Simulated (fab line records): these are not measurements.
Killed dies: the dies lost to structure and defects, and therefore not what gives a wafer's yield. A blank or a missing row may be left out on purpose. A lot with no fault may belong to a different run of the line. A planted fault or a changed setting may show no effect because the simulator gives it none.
fab line records :: flow sky130
record:
  lots: 6
  wafers: 18
  last_day: 50
route steps=708 shown VT_ADJUST_NCORE@123 VT_ADJUST_HVTR@131
lots untouched by any fault: they come from a run of this same line in which no faults occurred
start_h: start of the lot's first displayed wafer, in hours after the record's first day :: wait_h: hours since the lot's step before :: " identical to the entry in the row above :: L1.1+2: a single row standing in for several wafers :: - either no value or no given start :: * or withheld: withheld :: < > ~ a bound
route shown NAME@n: names a module that has steps shown in the file, with the first one's number in the route :: usual: mean/standard deviation taken from wafers without a fault :: same: alike in all rows :: chamber/n: place in a boat :: sites: readings site by site :: _std_site: their standard deviation :: _edge_site: inner sites' mean taken away from outer sites' mean :: radius_mm: for every site, how far away it sits from the centre of the wafer :: mask NAME#n: copy n :: behind: tool/chamber where the wafer was last shaped :: hold: the reason the lot was held/the length of the hold in hours/how it ended :: device: names the non-switching transistor (n, p or np) :: end of line: the route-end tests of the same wafers :: a step with no rows: only its recipe :: killed: dies that structure and defects cost at the first sort, which is not the same as the wafer's yield :: map: a wafer's dies, x killed, . not, _ none there
set.NAME: setting as actually run; set.NAME@STEP: the setting as run at that earlier step :: model.NAME: the simulator's own value behind a step, which no gauge read
lots seen at some steps along the route; tables by step, rows by wafer
services: a tool's chamber out of use, with start hour (start_h, from the record's first day; less than 0 if before it), hours out, and reason
== steps ==
step: SKY_VT_ADJUST_NCORE_EXPOSE_04
recipe:
  mask_id: LVTN_COMPLEMENT_THIN
  na: 0.6
  source_shape: conventional
  sigma_outer: 0.6
  polarization: unpolarized
  target_cd_nm: 380
  dose_mj: 139
step: SKY_VT_ADJUST_NCORE_PEB_05
recipe:
  temp_c: withheld
  time_s: *
  resist: NOVOLAK
step: SKY_VT_ADJUST_NCORE_DEVELOP_06
recipe:
  resist: NOVOLAK
  developer: TMAH
  develop_time_s: 60
  dev_temp_c: 23.71
step: SKY_VT_ADJUST_NCORE_CD_MEAS_07
recipe:
  target_cd_nm: 380
usual:
  cd_nm: 380.1/2.2
lot.wafer: L993.1
tool: cd_sem-02
chamber: -
start_h: 203.93
wait_h: 0.1
cd_nm: 376.2

lot.wafer: L993.2
tool: cd_sem-02
chamber: -
start_h: 203.93
wait_h: 0.1
cd_nm: 379.7

lot.wafer: L993.3
tool: cd_sem-02
chamber: -
start_h: 203.93
wait_h: 0.1
cd_nm: 379.2

lot.wafer: L995.1
tool: cd_sem-01
chamber: -
start_h: 219.90
wait_h: 0.2
cd_nm: 380.7

lot.wafer: L995.3
tool: cd_sem-01
chamber: -
start_h: 219.90
wait_h: 0.2
cd_nm: 381.2

lot.wafer: L995.5
tool: cd_sem-01
chamber: -
start_h: 219.90
wait_h: 0.2
cd_nm: 379.6

lot.wafer: L996.1
tool: cd_sem-01
chamber: -
start_h: 231.40
wait_h: 0.2
cd_nm: 377.7

lot.wafer: L996.2
tool: cd_sem-01
chamber: -
start_h: 231.40
wait_h: 0.2
cd_nm: 378.2

lot.wafer: L996.6
tool: cd_sem-01
chamber: -
start_h: 231.40
wait_h: 0.2
cd_nm: 379.5

lot.wafer: L106.1
tool: cd_sem-01
chamber: -
start_h: 295.36
wait_h: 0.2
cd_nm: 382.9

lot.wafer: L106.2
tool: cd_sem-01
chamber: -
start_h: 295.36
wait_h: 0.2
cd_nm: 382.4

lot.wafer: L106.5
tool: cd_sem-01
chamber: -
start_h: 295.36
wait_h: 0.2
cd_nm: 381.6

lot.wafer: L109.2
tool: cd_sem-01
chamber: -
start_h: 317.40
wait_h: 0.1
cd_nm: 381.2

lot.wafer: L109.3
tool: cd_sem-01
chamber: -
start_h: 317.40
wait_h: 0.1
cd_nm: 379.3

lot.wafer: L109.5
tool: cd_sem-01
chamber: -
start_h: 317.40
wait_h: 0.1
cd_nm: 380.0

lot.wafer: L112.1
tool: cd_sem-01
chamber: -
start_h: 339.83
wait_h: 0.1
cd_nm: 378.3

lot.wafer: L112.3
tool: cd_sem-01
chamber: -
start_h: 339.83
wait_h: 0.1
cd_nm: 378.1

lot.wafer: L112.4
tool: cd_sem-01
chamber: -
start_h: 339.83
wait_h: 0.1
cd_nm: 379.6
step: SKY_VT_ADJUST_NCORE_OVL_MEAS_08
usual:
  VT_ADJUST_NCORE_OVL: -0.2/1.4
lot.wafer: L993.1
tool: overlay-02
chamber: -
start_h: 204.05
wait_h: 0.1
VT_ADJUST_NCORE_OVL[nm]: 1.2

lot.wafer: L993.2
tool: overlay-02
chamber: -
start_h: 204.05
wait_h: 0.1
VT_ADJUST_NCORE_OVL[nm]: 0.4

lot.wafer: L993.3
tool: overlay-02
chamber: -
start_h: 204.05
wait_h: 0.1
VT_ADJUST_NCORE_OVL[nm]: 2.7

lot.wafer: L995.1
tool: overlay-01
chamber: -
start_h: 220.02
wait_h: 0.1
VT_ADJUST_NCORE_OVL[nm]: 0.0

lot.wafer: L995.3
tool: overlay-01
chamber: -
start_h: 220.02
wait_h: 0.1
VT_ADJUST_NCORE_OVL[nm]: 1.2

lot.wafer: L995.5
tool: overlay-01
chamber: -
start_h: 220.02
wait_h: 0.1
VT_ADJUST_NCORE_OVL[nm]: -0.4

lot.wafer: L996.1
tool: overlay-02
chamber: -
start_h: 231.52
wait_h: 0.1
VT_ADJUST_NCORE_OVL[nm]: -2.6

lot.wafer: L996.2
tool: overlay-02
chamber: -
start_h: 231.52
wait_h: 0.1
VT_ADJUST_NCORE_OVL[nm]: -2.2

lot.wafer: L996.6
tool: overlay-02
chamber: -
start_h: 231.52
wait_h: 0.1
VT_ADJUST_NCORE_OVL[nm]: -3.5

lot.wafer: L106.1
tool: overlay-02
chamber: -
start_h: 295.48
wait_h: 0.1
VT_ADJUST_NCORE_OVL[nm]: -0.5

lot.wafer: L106.2
tool: overlay-02
chamber: -
start_h: 295.48
wait_h: 0.1
VT_ADJUST_NCORE_OVL[nm]: -2.6

lot.wafer: L106.5
tool: overlay-02
chamber: -
start_h: 295.48
wait_h: 0.1
VT_ADJUST_NCORE_OVL[nm]: -1.6

lot.wafer: L109.2
tool: overlay-02
chamber: -
start_h: 317.51
wait_h: 0.1
VT_ADJUST_NCORE_OVL[nm]: -2.1

lot.wafer: L109.3
tool: overlay-02
chamber: -
start_h: 317.51
wait_h: 0.1
VT_ADJUST_NCORE_OVL[nm]: -1.7

lot.wafer: L109.5
tool: overlay-02
chamber: -
start_h: 317.51
wait_h: 0.1
VT_ADJUST_NCORE_OVL[nm]: -1.6

lot.wafer: L112.1
tool: overlay-02
chamber: -
start_h: 339.95
wait_h: 0.1
VT_ADJUST_NCORE_OVL[nm]: 0.5

lot.wafer: L112.3
tool: overlay-02
chamber: -
start_h: 339.95
wait_h: 0.1
VT_ADJUST_NCORE_OVL[nm]: 0.8

lot.wafer: L112.4
tool: overlay-02
chamber: -
start_h: 339.95
wait_h: 0.1
VT_ADJUST_NCORE_OVL[nm]: 2.4
step: SKY_VT_ADJUST_NCORE_IMPLANT_09
recipe:
  species: B
  energy_kev: 10
  dose_cm2: 2.4e+12
  tilt_deg: withheld
step: SKY_VT_ADJUST_NCORE_STRIP_10
recipe:
  chemistry: O2/N2
  power_w: 1400
  pressure_mtorr: 1500
  platen_temp_c: withheld
  o2_flow_sccm: 3000
  n2_flow_sccm: 300
  overash_fraction: 0.5
usual:
  drypump_motor_current_A: 5.87/0.3
  n2_flow_sccm: 300.0/0.96
  oes_product_au: 0.716/0.0044
  strip_time_to_endpoint_s: 14.17/0.042
lot.wafer: L993.1
tool: plasma_asher-04
chamber: 1
start_h: 204.24
wait_h: 0.1
drypump_motor_current_A: 5.13
n2_flow_sccm: 300.7
oes_product_au: 0.713
rf_hours_counter_h: 51
strip_time_to_endpoint_s: 14.15

lot.wafer: L993.2
tool: plasma_asher-04
chamber: 0
start_h: 204.24
wait_h: 0.1
drypump_motor_current_A: 5.63
n2_flow_sccm: 302.0
oes_product_au: 0.721
rf_hours_counter_h: 51
strip_time_to_endpoint_s: 14.12

lot.wafer: L993.3
tool: plasma_asher-04
chamber: 1
start_h: 204.24
wait_h: 0.1
drypump_motor_current_A: 5.14
n2_flow_sccm: 301.9
oes_product_au: 0.715
rf_hours_counter_h: -
strip_time_to_endpoint_s: 14.14

lot.wafer: L995.1
tool: plasma_asher-01
chamber: 1
start_h: 220.21
wait_h: 0.1
drypump_motor_current_A: 5.94
n2_flow_sccm: 300.2
oes_product_au: 0.718
rf_hours_counter_h: 53
strip_time_to_endpoint_s: 14.09

lot.wafer: L995.3
tool: plasma_asher-01
chamber: 0
start_h: 220.21
wait_h: 0.1
drypump_motor_current_A: 6.23
n2_flow_sccm: 297.2
oes_product_au: 0.718
rf_hours_counter_h: -
strip_time_to_endpoint_s: 14.08

lot.wafer: L995.5
tool: plasma_asher-01
chamber: 0
start_h: 220.21
wait_h: 0.1
drypump_motor_current_A: 6.22
n2_flow_sccm: 297.1
oes_product_au: 0.722
rf_hours_counter_h: -
strip_time_to_endpoint_s: 14.09

lot.wafer: L996.1
tool: plasma_asher-04
chamber: 1
start_h: 231.71
wait_h: 0.1
drypump_motor_current_A: 5.13
n2_flow_sccm: 300.5
oes_product_au: 0.713
rf_hours_counter_h: 53
strip_time_to_endpoint_s: 14.19

lot.wafer: L996.2
tool: plasma_asher-04
chamber: 0
start_h: 231.71
wait_h: 0.1
drypump_motor_current_A: 5.58
n2_flow_sccm: 299.6
oes_product_au: 0.719
rf_hours_counter_h: 53
strip_time_to_endpoint_s: 14.24

lot.wafer: L996.6
tool: plasma_asher-04
chamber: 0
start_h: 231.71
wait_h: 0.1
drypump_motor_current_A: 5.58
n2_flow_sccm: 300.4
oes_product_au: 0.713
rf_hours_counter_h: -
strip_time_to_endpoint_s: 14.25

lot.wafer: L106.1
tool: plasma_asher-02
chamber: 0
start_h: 295.67
wait_h: 0.1
drypump_motor_current_A: 6.00
n2_flow_sccm: 301.9
oes_product_au: 0.722
rf_hours_counter_h: 48
strip_time_to_endpoint_s: 14.17

lot.wafer: L106.2
tool: plasma_asher-02
chamber: 1
start_h: 295.67
wait_h: 0.1
drypump_motor_current_A: 5.73
n2_flow_sccm: 299.9
oes_product_au: 0.717
rf_hours_counter_h: 48
strip_time_to_endpoint_s: 14.17

lot.wafer: L106.5
tool: plasma_asher-02
chamber: 1
start_h: 295.67
wait_h: 0.1
drypump_motor_current_A: 5.73
n2_flow_sccm: 300.2
oes_product_au: 0.719
rf_hours_counter_h: -
strip_time_to_endpoint_s: 14.20

lot.wafer: L109.2
tool: plasma_asher-01
chamber: 0
start_h: 317.69
wait_h: 0.1
drypump_motor_current_A: 6.25
n2_flow_sccm: 301.4
oes_product_au: 0.719
rf_hours_counter_h: 64
strip_time_to_endpoint_s: 14.22

lot.wafer: L109.3
tool: plasma_asher-01
chamber: 0
start_h: 317.69
wait_h: 0.1
drypump_motor_current_A: 6.25
n2_flow_sccm: 300.7
oes_product_au: 0.714
rf_hours_counter_h: -
strip_time_to_endpoint_s: 14.21

lot.wafer: L109.5
tool: plasma_asher-01
chamber: 0
start_h: 317.69
wait_h: 0.1
drypump_motor_current_A: 6.24
n2_flow_sccm: 300.1
oes_product_au: 0.705
rf_hours_counter_h: -
strip_time_to_endpoint_s: 14.21

lot.wafer: L112.1
tool: plasma_asher-04
chamber: 1
start_h: 340.14
wait_h: 0.1
drypump_motor_current_A: 5.12
n2_flow_sccm: 299.5
oes_product_au: 0.711
rf_hours_counter_h: 62
strip_time_to_endpoint_s: 14.12

lot.wafer: L112.3
tool: plasma_asher-04
chamber: 1
start_h: 340.14
wait_h: 0.1
drypump_motor_current_A: 5.12
n2_flow_sccm: 299.4
oes_product_au: 0.715
rf_hours_counter_h: -
strip_time_to_endpoint_s: 14.14

lot.wafer: L112.4
tool: plasma_asher-04
chamber: 0
start_h: 340.14
wait_h: 0.1
drypump_motor_current_A: 5.59
n2_flow_sccm: 301.0
oes_product_au: 0.710
rf_hours_counter_h: -
strip_time_to_endpoint_s: 14.10
step: SKY_VT_ADJUST_NCORE_TW_MEAS_11
usual:
  VT_ADJUST_NCORE_TW: 218.7/1.3
lot.wafer: L993.1
tool: film_metro-03
chamber: -
start_h: 204.34
wait_h: 0.1
VT_ADJUST_NCORE_TW: 217.5

lot.wafer: L993.2
tool: film_metro-03
chamber: -
start_h: 204.34
wait_h: 0.1
VT_ADJUST_NCORE_TW: 217.9

lot.wafer: L993.3
tool: film_metro-03
chamber: -
start_h: 204.34
wait_h: 0.1
VT_ADJUST_NCORE_TW: 218.5

lot.wafer: L995.1
tool: film_metro-04
chamber: -
start_h: 220.31
wait_h: 0.1
VT_ADJUST_NCORE_TW: 217.4

lot.wafer: L995.3
tool: film_metro-04
chamber: -
start_h: 220.31
wait_h: 0.1
VT_ADJUST_NCORE_TW: 216.1

lot.wafer: L995.5
tool: film_metro-04
chamber: -
start_h: 220.31
wait_h: 0.1
VT_ADJUST_NCORE_TW: 216.3

lot.wafer: L996.1
tool: film_metro-01
chamber: -
start_h: 231.81
wait_h: 0.1
VT_ADJUST_NCORE_TW: 221.0

lot.wafer: L996.2
tool: film_metro-01
chamber: -
start_h: 231.81
wait_h: 0.1
VT_ADJUST_NCORE_TW: 220.6

lot.wafer: L996.6
tool: film_metro-01
chamber: -
start_h: 231.81
wait_h: 0.1
VT_ADJUST_NCORE_TW: 220.0

lot.wafer: L106.1
tool: film_metro-03
chamber: -
start_h: 295.77
wait_h: 0.1
VT_ADJUST_NCORE_TW: 219.2

lot.wafer: L106.2
tool: film_metro-03
chamber: -
start_h: 295.77
wait_h: 0.1
VT_ADJUST_NCORE_TW: 218.8

lot.wafer: L106.5
tool: film_metro-03
chamber: -
start_h: 295.77
wait_h: 0.1
VT_ADJUST_NCORE_TW: 217.7

lot.wafer: L109.2
tool: film_metro-04
chamber: -
start_h: 317.80
wait_h: 0.1
VT_ADJUST_NCORE_TW: 218.6

lot.wafer: L109.3
tool: film_metro-04
chamber: -
start_h: 317.80
wait_h: 0.1
VT_ADJUST_NCORE_TW: 219.3

lot.wafer: L109.5
tool: film_metro-04
chamber: -
start_h: 317.80
wait_h: 0.1
VT_ADJUST_NCORE_TW: 219.2

lot.wafer: L112.1
tool: film_metro-03
chamber: -
start_h: 340.24
wait_h: 0.1
VT_ADJUST_NCORE_TW: 218.7

lot.wafer: L112.3
tool: film_metro-03
chamber: -
start_h: 340.24
wait_h: 0.1
VT_ADJUST_NCORE_TW: 218.0

lot.wafer: L112.4
tool: film_metro-03
chamber: -
start_h: 340.24
wait_h: 0.1
VT_ADJUST_NCORE_TW: 219.7
step: SKY_VT_ADJUST_HVTR_DEHYDRATE_00
recipe:
  temp_c: 200
  time_s: 60
step: SKY_VT_ADJUST_HVTR_HMDS_01
recipe:
  prime_time_s: 60
  prime_temp_c: 120
step: SKY_VT_ADJUST_HVTR_COAT_02
recipe:
  resist: NOVOLAK
  spin_rpm: 3000
  resist_thk_nm: 1132
step: SKY_VT_ADJUST_HVTR_SOFTBAKE_03
recipe:
  temp_c: 90
  time_s: 60
  resist: NOVOLAK
step: SKY_VT_ADJUST_HVTR_EXPOSE_04
recipe:
  mask_id: HVTRM
  target_cd_nm: 380
  na: 0.6
  source_shape: conventional
  sigma_outer: 0.6
  dose_mj: 150
usual:
  exposure_dose_mJ_cm2: 149.54/0.16
  focus_offset_nm: 0.1/0.56
lot.wafer: L993.1
tool: iline_stepper-02
chamber: 0
start_h: 215.48
wait_h: -
mask: HVTRM#0
exposure_dose_mJ_cm2: 149.17
focus_offset_nm: 0.1

lot.wafer: L993.2
tool: iline_stepper-02
chamber: 0
start_h: 215.48
wait_h: -
mask: HVTRM#0
exposure_dose_mJ_cm2: 149.55
focus_offset_nm: -0.4

lot.wafer: L993.3
tool: iline_stepper-02
chamber: 0
start_h: 215.48
wait_h: -
mask: HVTRM#0
exposure_dose_mJ_cm2: 149.47
focus_offset_nm: 0.6

lot.wafer: L995.1
tool: iline_stepper-02
chamber: -
start_h: 232.23
wait_h: -
mask: HVTRM#0
exposure_dose_mJ_cm2: -
focus_offset_nm: -

lot.wafer: L995.3
tool: iline_stepper-02
chamber: -
start_h: 232.23
wait_h: -
mask: HVTRM#0
exposure_dose_mJ_cm2: -
focus_offset_nm: -

lot.wafer: L995.5
tool: iline_stepper-02
chamber: -
start_h: 232.23
wait_h: -
mask: HVTRM#0
exposure_dose_mJ_cm2: -
focus_offset_nm: -

lot.wafer: L996.1
tool: iline_stepper-02
chamber: -
start_h: 243.29
wait_h: -
mask: HVTRM#0
exposure_dose_mJ_cm2: -
focus_offset_nm: -

lot.wafer: L996.2
tool: iline_stepper-02
chamber: -
start_h: 243.29
wait_h: -
mask: HVTRM#0
exposure_dose_mJ_cm2: -
focus_offset_nm: -

lot.wafer: L996.6
tool: iline_stepper-02
chamber: -
start_h: 243.29
wait_h: -
mask: HVTRM#0
exposure_dose_mJ_cm2: -
focus_offset_nm: -

lot.wafer: L106.1
tool: iline_stepper-02
chamber: 0
start_h: 308.58
wait_h: -
mask: HVTRM#0
exposure_dose_mJ_cm2: 149.70
focus_offset_nm: -0.2

lot.wafer: L106.2
tool: iline_stepper-02
chamber: 0
start_h: 308.58
wait_h: -
mask: HVTRM#0
exposure_dose_mJ_cm2: 149.25
focus_offset_nm: -0.6

lot.wafer: L106.5
tool: iline_stepper-02
chamber: 0
start_h: 308.58
wait_h: -
mask: HVTRM#0
exposure_dose_mJ_cm2: 149.55
focus_offset_nm: -0.7

lot.wafer: L109.2
tool: iline_stepper-02
chamber: 0
start_h: 330.74
wait_h: -
mask: HVTRM#0
exposure_dose_mJ_cm2: 149.54
focus_offset_nm: 0.6

lot.wafer: L109.3
tool: iline_stepper-02
chamber: 0
start_h: 330.74
wait_h: -
mask: HVTRM#0
exposure_dose_mJ_cm2: 149.49
focus_offset_nm: 0.8

lot.wafer: L109.5
tool: iline_stepper-02
chamber: 0
start_h: 330.74
wait_h: -
mask: HVTRM#0
exposure_dose_mJ_cm2: 149.56
focus_offset_nm: 0.3

lot.wafer: L112.1
tool: iline_stepper-02
chamber: 0
start_h: 354.54
wait_h: -
mask: HVTRM#0
exposure_dose_mJ_cm2: 149.55
focus_offset_nm: 0.8

lot.wafer: L112.3
tool: iline_stepper-02
chamber: 0
start_h: 354.54
wait_h: -
mask: HVTRM#0
exposure_dose_mJ_cm2: 149.87
focus_offset_nm: 0.4

lot.wafer: L112.4
tool: iline_stepper-02
chamber: 0
start_h: 354.54
wait_h: -
mask: HVTRM#0
exposure_dose_mJ_cm2: 149.69
focus_offset_nm: -0.1
step: SKY_VT_ADJUST_HVTR_PEB_05
recipe:
  temp_c: withheld
  time_s: *
  resist: NOVOLAK
== services ==
tool: plasma_asher-01
chamber: -
start_h: 182.93
hours: 1.9
kind: repair

tool: plasma_asher-04
chamber: -
start_h: 185.72
hours: 7.8
kind: repair

tool: plasma_asher-04
chamber: -
start_h: 230.33
hours: 0.5
kind: repair

tool: plasma_asher-04
chamber: -
start_h: 263.95
hours: 2.2
kind: repair

tool: plasma_asher-04
chamber: -
start_h: 265.72
hours: 11.3
kind: repair

tool: iline_stepper-02
chamber: -
start_h: 278.83
hours: 8.4
kind: repair

tool: iline_stepper-02
chamber: -
start_h: 291.55
hours: 3.1
kind: repair

tool: plasma_asher-04
chamber: -
start_h: 296.36
hours: 1.9
kind: repair

tool: plasma_asher-04
chamber: -
start_h: 303.28
hours: 8.2
kind: repair

tool: iline_stepper-02
chamber: -
start_h: 316.38
hours: 1.7
kind: pm

tool: plasma_asher-01
chamber: -
start_h: 342.54
hours: 4.0
kind: pm
== key ==
first_sign:
  step: SKY_VT_ADJUST_HVTR_EXPOSE_04
  reading: tool_record
  direction: missing
effect none on later readings
met_at SKY_VT_ADJUST_HVTR_EXPOSE_04
struck_wafers L995.1,L995.3,L995.5,L996.1,L996.2,L996.6
sort_left_out L995.1,L995.3,L995.5,L996.1,L996.2,L996.6
tester_left_out L995,L996
onset_between 215.48 232.23
fault:
  kind: skipped_step_whole
  tool: iline_stepper-02
  chamber: -
  onset_h: 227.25
  steps: SKY_VT_ADJUST_HVTR_EXPOSE_04
  scope: struck_lots_only
tester_left_out: of these lots the tester's yield and bins aren't shown, on N5 and GAA mostly nor the transistor test; their killed dies are dies lost to structure and defects alone, not to doping, threshold or leakage, so they don't give the yield
sort_left_out: the simulated sort isn't trusted on such a fault, so these wafers' sort isn't shown, and their yield isn't known
